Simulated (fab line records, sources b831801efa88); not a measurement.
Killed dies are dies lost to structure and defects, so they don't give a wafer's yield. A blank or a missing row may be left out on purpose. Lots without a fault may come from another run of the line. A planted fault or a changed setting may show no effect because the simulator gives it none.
Which tool did it? | flow gf180mcu | 13 lots, 39 wafers sampled, at 1 step of a route of 602

WHAT THE GAUGES READ, wafer by wafer
GF_MVPSD_OVL_MEAS_07.
lot  | measured     | on         | MVPSD_OVL (nm)
L439 | day 5 01:02  | overlay-01 | -1.7 -0.8 0.0
L440 | day 5 06:30  | overlay-02 | 0.7 1.8 0.6
L441 | day 5 10:36  | overlay-01 | 0.8 0.7 -0.4
L442 | day 5 21:08  | overlay-02 | 2.9 1.8 2.3
L443 | day 6 00:35  | overlay-02 | -1.1 -1.5 -2.7
L444 | day 6 14:10  | overlay-02 | 1.0 1.7 1.2
L445 | day 6 14:41  | overlay-02 | -2.2 -3.1 -2.2
L446 | day 6 15:36  | overlay-02 | -0.9 -1.2 0.2
L447 | day 7 04:41  | overlay-01 | -0.3 0.4 0.7
L448 | day 7 07:46  | overlay-02 | -1.9 -3.1 -3.6
L453 | day 8 15:38  | overlay-02 | 0.4 -0.2 0.4
L454 | day 9 03:06  | overlay-02 | 0.8 2.1 -0.6
L462 | day 10 20:06 | overlay-01 | -1.7 -1.3 -2.0

WHICH TOOL RAN EACH LOT (tool, then ch and the chambers of the sampled wafers, then the start)
The record holds no process step before these readings.

WHAT THE TOOLS THEMSELVES READ (means of the sampled wafers that have a number; where no wafer has one, the mark that the record gives instead)
The record holds no such reading with a usual standard deviation.

THE ANSWER, worked out from the rows above alone
Rule: what is usual is taken from the lots themselves. Put in order of their means at a reading, lots are off if they are a third of the lots or fewer, leave a main group of 4 or more, and stand apart from it by a gap of 3 or more times the standard deviation of the main group's means; of several such gaps the widest counts. A main group whose means are all the same, to the digits that the tables above print for the reading, isn't used. A lot without any number at a reading at which 4 lots or more have one is off too. The other lots that the step has rows for count as sound. The gauges are gone through in route order, then the tools' own readings, and for those a lot's mean is taken as printed above. The first step at which some lot is off is used, and at that step the reading that is off furthest; a lot without a number counts as furthest.
No lot is off at any reading shown: from this, nothing can be told.

WHAT THE SIMULATOR HAD PUT IN
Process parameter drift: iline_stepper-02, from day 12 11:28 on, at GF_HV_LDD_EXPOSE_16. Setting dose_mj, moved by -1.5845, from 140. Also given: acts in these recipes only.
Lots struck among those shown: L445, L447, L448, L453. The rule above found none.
